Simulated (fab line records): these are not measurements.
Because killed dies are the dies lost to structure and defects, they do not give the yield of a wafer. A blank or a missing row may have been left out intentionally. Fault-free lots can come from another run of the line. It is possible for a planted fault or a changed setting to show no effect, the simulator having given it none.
Which of the tools did it?	flow gf180mcu	15 lots with 45 wafers sampled at 6 steps, on a route of 602 steps

== WHAT THE GAUGES SHOWED, per wafer ==
GF_PSD_RS_MEAS_14: measurement is done with a four-point probe. Usual: for NSD_RS the level is 46.12 ohm/sq and the standard deviation is 0.11.
lot	measured	on	NSD_RS (ohm/sq)	flag
L385	day 14 05:25	film metro-01	46.13 46.18 46.04	
L386	day 14 21:44	film metro-02	46.25 46.29 46.24	
L391	day 16 06:40	film metro-01	46.13 46.12 46.12	
L394	day 17 12:10	film metro-01	46.22 46.26 46.45	
L395	day 18 01:59	film metro-04	46.19 46.15 46.20	
L396	day 18 05:38	film metro-04	53.02 53.03 52.97	OFF
L397	day 18 09:46	film metro-04	53.04 53.09 53.01	OFF
L398	day 19 00:05	film metro-04	53.12 53.09 53.13	OFF
L402	day 20 12:05	film metro-01	46.16 46.18 46.18	
L403	day 20 14:46	film metro-01	46.09 46.22 46.11	
L404	day 20 17:53	film metro-01	46.14 46.16 46.07	
L405	day 21 03:32	film metro-04	46.11 46.08 46.07	
L406	day 22 07:07	film metro-04	46.08 46.08 46.05	
L407	day 22 10:53	film metro-02	46.32 46.28 46.23	
L408	day 22 13:22	film metro-04	46.02 45.95 45.93	

GF_CONTACT_BOW_MEAS_05. Usual: for CONTACT_BOW the level is 66 um and the standard deviation is 6.5.
lot	measured	on	CONTACT_BOW (um)	flag
L385	day 15 04:10	film metro-02	59 77 72	
L386	day 15 20:56	film metro-04	72 63 68	
L391	day 17 06:52	film metro-02	63 64 66	
L394	day 18 13:28	film metro-03	60 65 58	
L395	day 19 03:06	film metro-04	74 73 67	
L402	day 21 14:01	film metro-04	64 60 62	
L403	day 21 16:22	film metro-03	62 70 60	
L404	day 21 19:14	film metro-04	75 62 60	
L405	day 22 04:40	film metro-04	66 73 59	
L406	day 23 08:07	film metro-04	62 63 55	
L407	day 23 11:06	film metro-02	75 57 59	
L408	day 23 13:58	film metro-04	71 68 70	

== EACH LOT AND THE TOOL THAT RAN IT (in order: tool; ch and the chambers of the sampled wafers; start) ==
lot	GF_HV_LDD_STRIP_37	GF_NSD_IMPLANT_10	GF_NSD_STRIP_11	GF_CONTACT_CVD_02
L385	plasma asher-03 ch 0,1, day 11 13:41	implanter-04 ch 0, day 13 08:05	plasma asher-04 ch 0,1, day 13 08:13	pecvd-02 ch 1,2, day 15 03:41
L386	plasma asher-02 ch 0,1, day 12 03:28	implanter-01 ch 0, day 13 23:36	plasma asher-02 ch 0,1, day 13 23:44	pecvd-04 ch 0,1,2, day 15 20:29
L391	plasma asher-03 ch 0,1, day 13 10:15	implanter-01 ch 0, day 15 07:49	plasma asher-01 ch 0,1, day 15 07:56	pecvd-02 ch 0,1, day 17 06:23
L394	plasma asher-03 ch 0,1, day 14 14:47	implanter-01 ch 0, day 16 13:04	plasma asher-01 ch 0,1, day 16 13:12	pecvd-02 ch 0,2, day 18 13:00
L395	plasma asher-03 ch 0,1, day 15 01:08	implanter-04 ch 0, day 17 01:42	plasma asher-01 ch 0,1, day 17 01:50	pecvd-02 ch 0,1, day 19 02:37
L396	plasma asher-02 ch 0,1, day 15 05:32	implanter-01, day 17 05:23	plasma asher-02 ch 1, day 17 05:31	-
L397	plasma asher-02 ch 0,1, day 15 07:55	implanter-04, day 17 09:40	plasma asher-02 ch 0,1, day 17 09:49	-
L398	plasma asher-02 ch 0,1, day 15 23:16	implanter-01, day 17 23:59	plasma asher-01 ch 0,1, day 18 00:07	-
L402	plasma asher-02 ch 0,1, day 17 07:30	implanter-02 ch 0, day 19 10:59	plasma asher-02 ch 0,1, day 19 11:05	pecvd-02 ch 0,1,2, day 21 13:33
L403	plasma asher-04 ch 0,1, day 17 08:58	implanter-01 ch 0, day 19 13:25	plasma asher-04 ch 0,1, day 19 13:34	pecvd-04 ch 0,1,2, day 21 15:56
L404	plasma asher-03 ch 0,1, day 17 13:13	implanter-04 ch 0, day 19 17:09	plasma asher-01 ch 0,1, day 19 17:17	pecvd-02 ch 0,1,2, day 21 18:47
L405	plasma asher-04 ch 0,1, day 17 21:37	implanter-02 ch 0, day 20 02:17	plasma asher-01 ch 0,1, day 20 02:25	pecvd-04 ch 0,2, day 22 04:13
L406	plasma asher-02 ch 0,1, day 19 03:10	implanter-01 ch 0, day 21 06:53	plasma asher-02 ch 0,1, day 21 07:02	pecvd-04 ch 0,1, day 23 07:41
L407	plasma asher-02 ch 0,1, day 19 06:25	implanter-02 ch 0, day 21 10:29	plasma asher-04 ch 0,1, day 21 10:38	pecvd-02 ch 0,1,2, day 23 10:40
L408	plasma asher-02 ch 0,1, day 19 08:10	implanter-04 ch 0, day 21 12:59	plasma asher-04 ch 0,1, day 21 13:08	pecvd-02 ch 0,1,2, day 23 13:32
- GF_HV_LDD_STRIP_37: strips in O2/N2.
- GF_NSD_IMPLANT_10
- GF_NSD_STRIP_11: strips in O2/N2.
- GF_CONTACT_CVD_02: deposits SiO2 from TEOS, target thk 860 nm, time 95.992 s.

== WHAT THE TOOLS THEMSELVES READ (means of the sampled wafers that have a number; where no wafer has one, the mark that the record gives instead) ==
GF_HV_LDD_STRIP_37. Usual: drypump motor current A 6.0 A, standard deviation 0.3; heater power w 336 W, standard deviation 28; oes product au 0.716 a.u., standard deviation 0.0043; strip time to endpoint s 12.64 s, standard deviation 0.032.
lot	tool	drypump motor current A (A)	heater power w (W)	oes product au (a.u.)	strip time to endpoint s (s)	flag
L385	plasma asher-03	6.2	346	0.719	12.61	
L386	plasma asher-02	5.9	336	0.716	12.66	
L391	plasma asher-03	6.3	350	0.714	12.61	
L394	plasma asher-03	6.3	341	0.718	12.64	
L395	plasma asher-03	6.2	365	0.717	12.62	
L396	plasma asher-02	6.0	332	0.715	12.61	
L397	plasma asher-02	6.0	335	0.715	12.62	
L398	plasma asher-02	5.9	329	0.715	12.69	
L402	plasma asher-02	5.9	331	0.713	12.65	
L403	plasma asher-04	5.7	295	0.715	12.68	
L404	plasma asher-03	6.2	367	0.717	12.60	
L405	plasma asher-04	6.0	303	0.718	12.68	
L406	plasma asher-02	6.0	339	0.709	12.68	
L407	plasma asher-02	6.0	341	0.716	12.65	
L408	plasma asher-02	5.9	331	0.716	12.65	

GF_NSD_IMPLANT_10. Usual: beam energy keV 39.999, standard deviation 0.013; beam on s 9.98 s, standard deviation 0.2.
lot	tool	beam energy keV	beam on s (s)	flag
L385	implanter-04	40.006	10.02	
L386	implanter-01	39.989	9.95	
L391	implanter-01	40.002	10.25	
L394	implanter-01	40.021	10.05	
L395	implanter-04	39.996	9.99	
L396	implanter-01	-	-	OFF
L397	implanter-04	-	-	OFF
L398	implanter-01	-	-	OFF
L402	implanter-02	39.988	9.94	
L403	implanter-01	39.994	10.07	
L404	implanter-04	40.006	9.93	
L405	implanter-02	39.988	9.80	
L406	implanter-01	39.994	10.23	
L407	implanter-02	40.007	10.05	
L408	implanter-04	39.976	10.00	

GF_NSD_STRIP_11. Usual: drypump motor current A 5.9 A, standard deviation 0.35; heater power w 338 W, standard deviation 33; oes product au 0.486 a.u., standard deviation 0.0045; strip time to endpoint s 22.97 s, standard deviation 0.035.
lot	tool	drypump motor current A (A)	heater power w (W)	oes product au (a.u.)	strip time to endpoint s (s)	flag
L385	plasma asher-04	5.7	294	0.485	22.97	
L386	plasma asher-02	5.9	331	0.484	22.99	
L391	plasma asher-01	5.9	371	0.486	22.93	
L394	plasma asher-01	5.9	368	0.492	23.01	
L395	plasma asher-01	5.9	370	0.479	22.99	
L396	plasma asher-02	5.8	327	0.488	22.47	OFF
L397	plasma asher-02	5.9	335	0.494	22.43	OFF
L398	plasma asher-01	6.0	357	0.494	22.41	OFF
L402	plasma asher-02	5.9	330	0.488	22.97	
L403	plasma asher-04	6.0	305	0.488	23.01	
L404	plasma asher-01	6.0	374	0.487	22.98	
L405	plasma asher-01	6.0	365	0.486	22.97	
L406	plasma asher-02	6.0	335	0.485	22.99	
L407	plasma asher-04	5.7	296	0.487	22.95	
L408	plasma asher-04	6.0	307	0.487	23.02	

GF_CONTACT_CVD_02. Usual: heater power w reads 726 W (standard deviation 100).
lot	tool	heater power w (W)	flag
L385	pecvd-02	664	
L386	pecvd-04	703	
L391	pecvd-02	749	
L394	pecvd-02	750	
L395	pecvd-02	796	
L402	pecvd-02	693	
L403	pecvd-04	754	
L404	pecvd-02	786	
L405	pecvd-04	682	
L406	pecvd-04	800	
L407	pecvd-02	761	
L408	pecvd-02	722	

== THE ANSWER, worked out from the rows above alone ==
Rule: take the mean of a lot's wafers that have a number; if it is more than 3 standard deviations from the usual mean, the lot is off. A lot without any number at a reading at which 4 lots or more have one is off too. Where the step has rows for the other lots, those lots are counted as sound. The gauges are gone through in route order, then the tools' own readings, and for those a lot's mean is taken as printed above. The first step at which some lot is off is used, and at that step the reading that is off furthest; a lot without a number counts as furthest.
Off: L396, L397, L398, seen at GF_PSD_RS_MEAS_14 (NSD_RS).
A tool fits if, at a process step before that reading, it ran every lot that is off, and no sound lot after the first of them. Not tried: the gauges at GF_PSD_RS_MEAS_14; whatever is off there is also off at GF_NSD_IMPLANT_10, on other tools, and gauge error can't account for it. Of those tried, none fits.

== WHAT THE SIMULATOR HAD PUT IN ==
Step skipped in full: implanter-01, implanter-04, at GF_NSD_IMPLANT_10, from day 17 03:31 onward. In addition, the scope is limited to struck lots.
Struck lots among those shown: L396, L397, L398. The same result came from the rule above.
